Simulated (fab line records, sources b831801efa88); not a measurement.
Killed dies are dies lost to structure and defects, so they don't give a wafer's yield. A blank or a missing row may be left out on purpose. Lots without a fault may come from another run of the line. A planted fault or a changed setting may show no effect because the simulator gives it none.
Which tool did it? | flow gf180mcu | 24 lots, 72 wafers sampled, at 3 steps of a route of 602

WHAT THE GAUGES READ, wafer by wafer
GF_V1_CD_MEAS_14: target cd 260 nm. Usual: cd_nm 259.9 nm, standard deviation 1.2.
lot  | measured     | on        | cd_nm (nm)        | flag
L074 | day 17 23:38 | cd_sem-02 | 260.4 261.1 261.9 |
L075 | day 18 10:39 | cd_sem-01 | 256.6 258.0 258.9 |
L076 | day 18 21:52 | cd_sem-02 | 258.7 259.1 259.1 |
L077 | day 19 10:35 | cd_sem-02 | 257.8 258.2 256.6 |
L078 | day 19 19:41 | cd_sem-02 | 262.0 261.0 260.1 |
L079 | day 20 01:28 | cd_sem-02 | 262.0 262.4 262.8 |
L080 | day 20 11:16 | cd_sem-02 | 259.8 257.8 259.6 |
L081 | day 20 20:52 | cd_sem-02 | 260.6 260.3 260.1 |
L082 | day 21 06:47 | cd_sem-01 | 260.6 261.4 262.0 |
L083 | day 21 14:04 | cd_sem-01 | 259.4 260.4 259.7 |
L084 | day 22 00:17 | cd_sem-01 | 259.8 260.7 261.8 |
L085 | day 22 12:05 | cd_sem-01 | 260.8 259.7 259.1 |
L086 | day 22 15:50 | cd_sem-02 | 259.5 259.9 260.1 |
L087 | day 22 22:31 | cd_sem-02 | 259.7 260.4 261.1 |
L088 | day 23 08:58 | cd_sem-01 | 258.8 258.9 259.7 |
L089 | day 23 17:27 | cd_sem-02 | 259.0 259.5 259.4 |
L090 | day 24 01:01 | cd_sem-02 | 260.9 260.3 259.3 |
L091 | day 24 09:47 | cd_sem-02 | 259.4 259.4 259.4 |
L092 | day 24 21:28 | cd_sem-02 | 259.8 258.0 258.7 |
L093 | day 24 22:30 | cd_sem-02 | 259.0 260.5 259.2 |
L094 | day 25 04:43 | cd_sem-02 | 260.3 261.1 259.5 |
L095 | day 25 14:32 | cd_sem-01 | 260.0 260.0 259.0 |
L096 | day 25 19:29 | cd_sem-01 | 261.2 260.7 261.0 |
L097 | day 26 03:17 | cd_sem-01 | 260.5 259.9 260.2 |

GF_V1_RS_MEAS_24: measures by four-point-probe. Usual: V1_W_RS 0.3268 ohm/sq, standard deviation 0.0025.
lot  | measured     | on            | V1_W_RS (ohm/sq)     | flag
L074 | day 18 01:11 | film_metro-01 | 0.3293 0.3273 0.3259 |
L075 | day 18 12:02 | film_metro-01 | 0.3227 0.3211 0.3219 |
L076 | day 18 23:00 | film_metro-01 | 0.3289 0.3281 0.3288 |
L077 | day 19 11:44 | film_metro-01 | 0.3240 0.3246 0.3257 |
L078 | day 19 20:44 | film_metro-01 | 0.3238 0.3277 0.3247 |
L079 | day 20 02:32 | film_metro-01 | 0.3262 0.3278 0.3264 |
L080 | day 20 12:18 | film_metro-01 | 0.3244 0.3252 0.3253 |
L081 | day 20 21:56 | film_metro-04 | 0.3278 0.3264 0.3260 |
L082 | day 21 07:50 | film_metro-04 | 0.3268 0.3268 0.3266 |
L083 | day 21 15:05 | film_metro-03 | 0.3245 0.3241 0.3254 |
L084 | day 22 01:40 | film_metro-03 | 0.3282 0.3282 0.3258 |
L085 | day 22 13:09 | film_metro-04 | 0.3226 0.3236 0.3289 |
L086 | day 22 16:58 | film_metro-01 | 0.3329 0.3299 0.3315 |
L087 | day 22 23:33 | film_metro-03 | 0.3274 0.3268 0.3275 |
L088 | day 23 09:59 | film_metro-03 | 0.3259 0.3266 0.3291 |
L089 | day 23 18:29 | film_metro-04 | 0.3274 0.3298 0.3223 |
L090 | day 24 02:23 | film_metro-03 | 0.3215 0.3217 0.3243 |
L091 | day 24 10:49 | film_metro-04 | 0.3233 0.3292 0.3231 |
L092 | day 24 22:32 | film_metro-03 | 0.3307 0.3308 0.3302 |
L093 | day 24 23:34 | film_metro-03 | 0.3291 0.3262 0.3257 |
L094 | day 25 05:52 | film_metro-01 | 0.3255 0.3278 0.3228 |
L095 | day 25 15:34 | film_metro-01 | 0.3307 0.3307 0.3337 |
L096 | day 25 20:31 | film_metro-03 | 0.3263 0.3239 0.3267 |
L097 | day 26 04:19 | film_metro-01 | 0.3283 0.3310 0.3305 |

GF_V2_BOW_MEAS_05. Usual: V2_BOW 100 um, standard deviation 8.7.
lot  | measured     | on            | V2_BOW (um) | flag
L074 | day 19 03:14 | film_metro-04 | 108 115 106 |
L075 | day 19 14:06 | film_metro-02 | 113 111 109 |
L076 | day 20 00:31 | film_metro-02 | 97 95 101   |
L077 | day 20 14:44 | film_metro-04 | 90 108 110  |
L078 | day 20 23:19 | film_metro-04 | 94 88 80    |
L079 | day 21 04:42 | film_metro-02 | 98 96 93    |
L080 | day 21 14:11 | film_metro-01 | 101 83 80   |
L081 | day 22 00:21 | film_metro-01 | 105 103 89  |
L082 | day 22 09:38 | film_metro-01 | 102 97 99   |
L083 | day 22 16:49 | film_metro-04 | 101 104 90  |
L084 | day 23 02:57 | film_metro-02 | 100 112 95  |
L085 | day 23 13:40 | film_metro-04 | 96 90 103   |
L086 | day 23 17:47 | film_metro-02 | 97 97 92    |
L087 | day 24 00:25 | film_metro-02 | 96 100 93   |
L088 | day 24 10:29 | film_metro-04 | 122 95 107  |
L089 | day 24 18:40 | film_metro-02 | 107 97 88   |
L090 | day 25 02:22 | film_metro-04 | 106 112 117 |
L091 | day 25 10:33 | film_metro-04 | 115 115 103 |
L092 | day 25 22:51 | film_metro-02 | 106 100 106 |
L093 | day 25 22:36 | film_metro-04 | 84 103 82   |
L094 | day 26 05:25 | film_metro-02 | 102 99 102  |
L095 | day 26 14:32 | film_metro-01 | 102 112 100 |
L096 | day 26 19:04 | film_metro-04 | 103 107 100 |
L097 | day 27 03:19 | film_metro-04 | 95 98 91    |

WHICH TOOL RAN EACH LOT (tool, then ch and the chambers of the sampled wafers, then the start)
The record holds no process step before these readings.

WHAT THE TOOLS THEMSELVES READ (means of the sampled wafers that have a number; where no wafer has one, the mark that the record gives instead)
The record holds no such reading with a usual standard deviation.

THE ANSWER, worked out from the rows above alone
Rule: a lot is off if the mean of its wafers that have a number lies more than 3 standard deviations from the usual mean. A lot without any number at a reading at which 4 lots or more have one is off too. The other lots that the step has rows for count as sound. The gauges are gone through in route order, then the tools' own readings, and for those a lot's mean is taken as printed above. The first step at which some lot is off is used, and at that step the reading that is off furthest; a lot without a number counts as furthest.
No lot is off at any reading shown: from this, nothing can be told.

WHAT THE SIMULATOR HAD PUT IN
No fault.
